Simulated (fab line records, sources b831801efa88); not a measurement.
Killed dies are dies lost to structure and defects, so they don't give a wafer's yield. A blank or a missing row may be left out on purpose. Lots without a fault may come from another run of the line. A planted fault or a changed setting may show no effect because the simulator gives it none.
Which tool did it? | flow gf180mcu | 24 lots, 72 wafers sampled, at 6 steps of a route of 602

WHAT THE GAUGES READ, wafer by wafer
GF_V3_BOW_MEAS_05.
lot  | measured     | on            | V3_BOW (um)
L074 | day 21 04:31 | film_metro-01 | 109 97 96
L075 | day 21 19:44 | film_metro-01 | 123 116 117
L076 | day 22 05:21 | film_metro-02 | 106 109 105
L077 | day 22 08:46 | film_metro-03 | 108 109 112
L078 | day 22 18:03 | film_metro-02 | 115 107 109
L079 | day 23 01:29 | film_metro-03 | 118 120 120
L080 | day 23 18:20 | film_metro-03 | 122 107 113
L081 | day 23 23:08 | film_metro-01 | 105 94 103
L082 | day 24 07:13 | film_metro-03 | 107 104 104
L083 | day 24 11:15 | film_metro-03 | 124 121 106
L084 | day 25 02:47 | film_metro-03 | 116 122 114
L085 | day 25 05:02 | film_metro-03 | 116 118 129
L086 | day 25 23:29 | film_metro-03 | 124 106 112
L087 | day 26 08:52 | film_metro-03 | 122 132 119
L088 | day 26 12:14 | film_metro-02 | 109 111 109
L089 | day 26 16:55 | film_metro-03 | 129 129 114
L090 | day 26 23:20 | film_metro-01 | 111 123 112
L091 | day 27 08:33 | film_metro-03 | 127 121 102
L092 | day 27 16:17 | film_metro-01 | 110 101 120
L093 | day 27 22:47 | film_metro-01 | 111 109 114
L094 | day 28 02:36 | film_metro-01 | 121 123 124
L095 | day 28 11:48 | film_metro-03 | 116 110 111
L096 | day 28 18:13 | film_metro-03 | 118 129 115
L097 | day 29 00:22 | film_metro-01 | 109 109 124

GF_V4_OVL_MEAS_15.
lot  | measured     | on         | V4_OVL (nm)
L074 | day 24 05:22 | overlay-01 | -6 -4 0
L075 | day 24 18:28 | overlay-01 | -3 -2 -6
L076 | day 25 04:01 | overlay-01 | -2 -2 -4
L077 | day 25 07:31 | overlay-02 | 1 -4 -6
L078 | day 25 15:21 | overlay-02 | -6 2 -1
L079 | day 25 22:40 | overlay-02 | -3 -2 -4
L080 | day 26 13:04 | overlay-02 | -1 -4 -1
L081 | day 26 18:31 | overlay-02 | -8 -9 -4
L082 | day 27 01:39 | overlay-01 | 0 6 9
L083 | day 27 06:01 | overlay-01 | 3 2 -2
L084 | day 27 19:43 | overlay-02 | -3 -7 -4
L085 | day 27 22:31 | overlay-01 | -9 -1 -4
L086 | day 28 15:18 | overlay-02 | 4 -5 -8
L087 | day 28 23:49 | overlay-01 | -2 0 3
L088 | day 29 03:25 | overlay-02 | -1 -4 -3
L089 | day 29 07:02 | overlay-02 | -10 -6 -4
L090 | day 29 12:47 | overlay-02 | -3 -3 -2
L091 | day 29 21:05 | overlay-02 | 1 -4 0
L092 | day 30 04:40 | overlay-01 | -2 -2 0
L093 | day 30 10:58 | overlay-02 | -2 -1 1
L094 | day 30 14:58 | overlay-02 | -1 2 -2
L095 | day 30 23:19 | overlay-02 | -1 -3 -6
L096 | day 31 05:07 | overlay-02 | -1 -5 2
L097 | day 31 11:16 | overlay-01 | 3 -1 7

WHICH TOOL RAN EACH LOT (tool, then ch and the chambers of the sampled wafers, then the start)
lot  | GF_CONTACT_ETCH_17                            | GF_CONTACT_SPUTTER_22        | GF_M1_METAL_ETCH_16               | GF_M3_SPUTTER_00
L074 | rie_diel-01 ch 1,2, day 15 21:40 or earlier   | pvd_sputter-04, day 15 21:40 | rie_metal-02 ch 0,1, day 16 20:39 | pvd_sputter-01, day 20 03:01
L075 | rie_diel-04 ch 0,3, day 16 13:07 or earlier   | pvd_sputter-03, day 16 13:07 | rie_metal-04 ch 0,1, day 17 12:57 | pvd_sputter-02, day 20 17:42
L076 | rie_diel-01 ch 0,2,3, day 16 21:43 or earlier | pvd_sputter-03, day 16 21:43 | rie_metal-04 ch 0,1, day 17 22:07 | pvd_sputter-01, day 21 04:13
L077 | rie_diel-04 ch 0,1,3, day 17 01:25 or earlier | pvd_sputter-02, day 17 01:25 | rie_metal-03 ch 0,1, day 18 01:24 | pvd_sputter-04, day 21 07:57
L078 | rie_diel-02 ch 2,3, day 17 11:49 or earlier   | pvd_sputter-04, day 17 11:49 | rie_metal-03 ch 0,1, day 18 12:06 | pvd_sputter-01, day 21 17:17
L079 | rie_diel-01 ch 1,3, day 17 17:16 or earlier   | pvd_sputter-03, day 17 17:16 | rie_metal-02 ch 0,1, day 18 18:03 | pvd_sputter-04, day 22 00:34
L080 | rie_diel-01 ch 1,2,3, day 18 08:43 or earlier | pvd_sputter-03, day 18 08:43 | rie_metal-03 ch 0, day 19 10:08   | pvd_sputter-02, day 22 17:45
L081 | rie_diel-04 ch 1,2, day 18 16:25 or earlier   | pvd_sputter-02, day 18 16:25 | rie_metal-04 ch 0,1, day 19 17:30 | pvd_sputter-04, day 22 22:41
L082 | rie_diel-02 ch 2,3, day 19 01:26 or earlier   | pvd_sputter-04, day 19 01:26 | rie_metal-04 ch 0,1, day 20 02:57 | pvd_sputter-02, day 23 07:26
L083 | rie_diel-04 ch 1,2,3, day 19 08:40 or earlier | pvd_sputter-04, day 19 08:40 | rie_metal-03 ch 0,1, day 20 09:19 | pvd_sputter-01, day 23 11:55
L084 | rie_diel-02 ch 1,2,3, day 19 21:14 or earlier | pvd_sputter-03, day 19 21:14 | rie_metal-04 ch 0,1, day 20 22:42 | pvd_sputter-01, day 24 02:51
L085 | rie_diel-01 ch 0,2,3, day 20 01:55 or earlier | pvd_sputter-02, day 20 01:55 | rie_metal-04 ch 0,1, day 21 03:12 | pvd_sputter-01, day 24 05:22
L086 | rie_diel-04 ch 0,1,2, day 20 20:45 or earlier | pvd_sputter-02, day 20 20:45 | rie_metal-03 ch 0,1, day 21 22:03 | pvd_sputter-01, day 25 00:01
L087 | rie_diel-02 ch 0,1,3, day 21 08:21 or earlier | pvd_sputter-03, day 21 08:21 | rie_metal-04 ch 0,1, day 22 08:51 | pvd_sputter-01, day 25 10:01
L088 | rie_diel-04 ch 1,2, day 21 11:40 or earlier   | pvd_sputter-02, day 21 11:40 | rie_metal-02 ch 0,1, day 22 11:12 | pvd_sputter-02, day 25 13:20
L089 | rie_diel-02 ch 0,1,3, day 21 17:16 or earlier | pvd_sputter-02, day 21 17:16 | rie_metal-03 ch 0,1, day 22 17:39 | pvd_sputter-02, day 25 18:16
L090 | rie_diel-02 ch 0,3, day 22 00:03 or earlier   | pvd_sputter-03, day 22 00:03 | rie_metal-03 ch 0,1, day 23 01:11 | pvd_sputter-02, day 26 00:52
L091 | rie_diel-02 ch 0,1,2, day 22 12:00 or earlier | pvd_sputter-03, day 22 12:00 | rie_metal-04 ch 0,1, day 23 12:23 | pvd_sputter-01, day 26 10:56
L092 | rie_diel-04 ch 0,1,3, day 22 20:11 or earlier | pvd_sputter-04, day 22 20:11 | rie_metal-02 ch 0,1, day 23 20:18 | pvd_sputter-04, day 26 18:16
L093 | rie_diel-01 ch 1,2, day 23 03:05 or earlier   | pvd_sputter-02, day 23 03:05 | rie_metal-03 ch 0,1, day 24 03:00 | pvd_sputter-04, day 27 00:55
L094 | rie_diel-04 ch 0,2,3, day 23 07:10 or earlier | pvd_sputter-03, day 23 07:10 | rie_metal-03 ch 0,1, day 24 06:18 | pvd_sputter-04, day 27 04:55
L095 | rie_diel-04 ch 1,3, day 23 18:33 or earlier   | pvd_sputter-04, day 23 18:33 | rie_metal-04 ch 0,1, day 24 17:33 | pvd_sputter-04, day 27 14:32
L096 | rie_diel-02 ch 1,2,3, day 24 02:43 or earlier | pvd_sputter-02, day 24 02:43 | rie_metal-03 ch 0,1, day 25 01:54 | pvd_sputter-01, day 27 21:37
L097 | rie_diel-01 ch 0,3, day 24 09:19 or earlier   | pvd_sputter-03, day 24 09:19 | rie_metal-04 ch 0, day 25 08:03   | pvd_sputter-01, day 28 03:42
- GF_CONTACT_ETCH_17: etches SiO2 in C4F8/O2/Ar, stops on CoSi2, target depth 860 nm.
- GF_CONTACT_SPUTTER_22: material Ti, target thk 15 nm, time 80.02 s.
- GF_M1_METAL_ETCH_16: etches the open film in Cl2/BCl3, stops on SiO2, target depth 627.5 nm, time 104.6 s.
- GF_M3_SPUTTER_00: material Ti, target thk 37.5 nm, time 150 s.

WHAT THE TOOLS THEMSELVES READ (means of the sampled wafers that have a number; where no wafer has one, the mark that the record gives instead)
GF_CONTACT_ETCH_17.
lot  | tool        | chamber_pressure_mTorr (mTorr) | oes_product_au (a.u.) | rf_fwd_power_W (W)
L074 | rie_diel-01 | 40.01                          | 0.815                 | 1495
L075 | rie_diel-04 | 40.01                          | 0.817                 | 1502
L076 | rie_diel-01 | 40.05                          | 0.813                 | 1492
L077 | rie_diel-04 | 39.98                          | 0.817                 | 1493
L078 | rie_diel-02 | 40.03                          | 0.811                 | 1495
L079 | rie_diel-01 | 39.95                          | 0.813                 | 1494
L080 | rie_diel-01 | 40.00                          | 0.815                 | 1495
L081 | rie_diel-04 | 40.01                          | 0.816                 | 1491
L082 | rie_diel-02 | 40.01                          | 0.813                 | 1496
L083 | rie_diel-04 | 40.01                          | 0.811                 | 1497
L084 | rie_diel-02 | 40.00                          | 0.814                 | 1493
L085 | rie_diel-01 | 40.00                          | 0.810                 | 1494
L086 | rie_diel-04 | 39.99                          | 0.814                 | 1496
L087 | rie_diel-02 | 40.06                          | 0.810                 | 1491
L088 | rie_diel-04 | 39.99                          | 0.815                 | 1497
L089 | rie_diel-02 | 40.02                          | 0.812                 | 1489
L090 | rie_diel-02 | 40.03                          | 0.812                 | 1494
L091 | rie_diel-02 | 40.01                          | 0.816                 | 1491
L092 | rie_diel-04 | 39.97                          | 0.819                 | 1489
L093 | rie_diel-01 | 40.02                          | 0.820                 | 1493
L094 | rie_diel-04 | 40.03                          | 0.810                 | 1495
L095 | rie_diel-04 | 39.99                          | 0.814                 | 1493
L096 | rie_diel-02 | 40.01                          | 0.820                 | 1493
L097 | rie_diel-01 | 40.00                          | 0.817                 | 1496

GF_CONTACT_SPUTTER_22.
lot  | tool           | throttle_valve_pct (%)
L074 | pvd_sputter-04 | 28.7
L075 | pvd_sputter-03 | 30.5
L076 | pvd_sputter-03 | 30.5
L077 | pvd_sputter-02 | 30.7
L078 | pvd_sputter-04 | 29.1
L079 | pvd_sputter-03 | 30.1
L080 | pvd_sputter-03 | 29.7
L081 | pvd_sputter-02 | 29.7
L082 | pvd_sputter-04 | 28.7
L083 | pvd_sputter-04 | 29.3
L084 | pvd_sputter-03 | 31.3
L085 | pvd_sputter-02 | 30.0
L086 | pvd_sputter-02 | 30.3
L087 | pvd_sputter-03 | 30.4
L088 | pvd_sputter-02 | 31.1
L089 | pvd_sputter-02 | 31.1
L090 | pvd_sputter-03 | 30.5
L091 | pvd_sputter-03 | 29.5
L092 | pvd_sputter-04 | 28.6
L093 | pvd_sputter-02 | 31.3
L094 | pvd_sputter-03 | 29.5
L095 | pvd_sputter-04 | 29.9
L096 | pvd_sputter-02 | 30.8
L097 | pvd_sputter-03 | 30.4

GF_M1_METAL_ETCH_16.
lot  | tool         | chamber_pressure_mTorr (mTorr) | drypump_motor_current_A (A) | oes_product_au (a.u.) | rf_fwd_power_W (W) | throttle_valve_pct (%)
L074 | rie_metal-02 | 7.996                          | 6.2                         | 0.970                 | 797.0              | 28.265
L075 | rie_metal-04 | 7.997                          | 6.1                         | 0.967                 | 800.0              | 28.243
L076 | rie_metal-04 | 8.008                          | 6.1                         | 0.967                 | 794.8              | 28.261
L077 | rie_metal-03 | 7.997                          | 5.7                         | 0.975                 | 792.7              | 28.240
L078 | rie_metal-03 | 8.001                          | 5.7                         | 0.978                 | 800.2              | 28.236
L079 | rie_metal-02 | 8.002                          | 5.8                         | 0.971                 | 796.1              | 28.247
L080 | rie_metal-03 | 8.002                          | 5.4                         | 0.975                 | 799.8              | 28.247
L081 | rie_metal-04 | 7.994                          | 6.3                         | 0.974                 | 795.3              | 28.248
L082 | rie_metal-04 | 7.999                          | 6.3                         | 0.970                 | 794.0              | 28.248
L083 | rie_metal-03 | 7.996                          | 5.6                         | 0.971                 | 797.0              | 28.265
L084 | rie_metal-04 | 8.005                          | 6.3                         | 0.971                 | 796.1              | 28.253
L085 | rie_metal-04 | 8.005                          | 6.2                         | 0.982                 | 797.5              | 28.247
L086 | rie_metal-03 | 7.997                          | 5.6                         | 0.971                 | 795.8              | 28.243
L087 | rie_metal-04 | 8.005                          | 6.3                         | 0.975                 | 793.9              | 28.246
L088 | rie_metal-02 | 7.990                          | 6.1                         | 0.976                 | 794.6              | 28.247
L089 | rie_metal-03 | 8.004                          | 5.7                         | 0.971                 | 793.8              | 28.248
L090 | rie_metal-03 | 8.002                          | 5.7                         | 0.981                 | 795.5              | 28.242
L091 | rie_metal-04 | 8.001                          | 6.1                         | 0.974                 | 795.8              | 28.246
L092 | rie_metal-02 | 8.001                          | 5.8                         | 0.978                 | 795.3              | 28.249
L093 | rie_metal-03 | 7.994                          | 5.6                         | 0.971                 | 796.2              | 28.255
L094 | rie_metal-03 | 7.997                          | 5.7                         | 0.977                 | 795.9              | 28.251
L095 | rie_metal-04 | 8.001                          | 6.2                         | 0.967                 | 797.4              | 28.246
L096 | rie_metal-03 | 8.000                          | 5.6                         | 0.972                 | 796.3              | 28.255
L097 | rie_metal-04 | 8.006                          | 6.4                         | 0.978                 | 792.6              | 28.246

GF_M3_SPUTTER_00.
lot  | tool           | throttle_valve_pct (%)
L074 | pvd_sputter-01 | 30.6
L075 | pvd_sputter-02 | 29.8
L076 | pvd_sputter-01 | 30.5
L077 | pvd_sputter-04 | 28.8
L078 | pvd_sputter-01 | 30.2
L079 | pvd_sputter-04 | 29.4
L080 | pvd_sputter-02 | 29.5
L081 | pvd_sputter-04 | 28.6
L082 | pvd_sputter-02 | 30.0
L083 | pvd_sputter-01 | 30.5
L084 | pvd_sputter-01 | 29.9
L085 | pvd_sputter-01 | 30.6
L086 | pvd_sputter-01 | 30.2
L087 | pvd_sputter-01 | 31.0
L088 | pvd_sputter-02 | 29.5
L089 | pvd_sputter-02 | 31.1
L090 | pvd_sputter-02 | 31.2
L091 | pvd_sputter-01 | 30.6
L092 | pvd_sputter-04 | 29.1
L093 | pvd_sputter-04 | 28.8
L094 | pvd_sputter-04 | 28.8
L095 | pvd_sputter-04 | 29.9
L096 | pvd_sputter-01 | 29.8
L097 | pvd_sputter-01 | 29.6

THE ANSWER, worked out from the rows above alone
Rule: what is usual is taken from the lots themselves. Put in order of their means at a reading, lots are off if they are a third of the lots or fewer, leave a main group of 4 or more, and stand apart from it by a gap of 3 or more times the standard deviation of the main group's means; of several such gaps the widest counts. A main group whose means are all the same, to the digits that the tables above print for the reading, isn't used. A lot without any number at a reading at which 4 lots or more have one is off too. The other lots that the step has rows for count as sound. The gauges are gone through in route order, then the tools' own readings, and for those a lot's mean is taken as printed above. The first step at which some lot is off is used, and at that step the reading that is off furthest; a lot without a number counts as furthest.
No lot is off at any reading shown: from this, nothing can be told.

WHAT THE SIMULATOR HAD PUT IN
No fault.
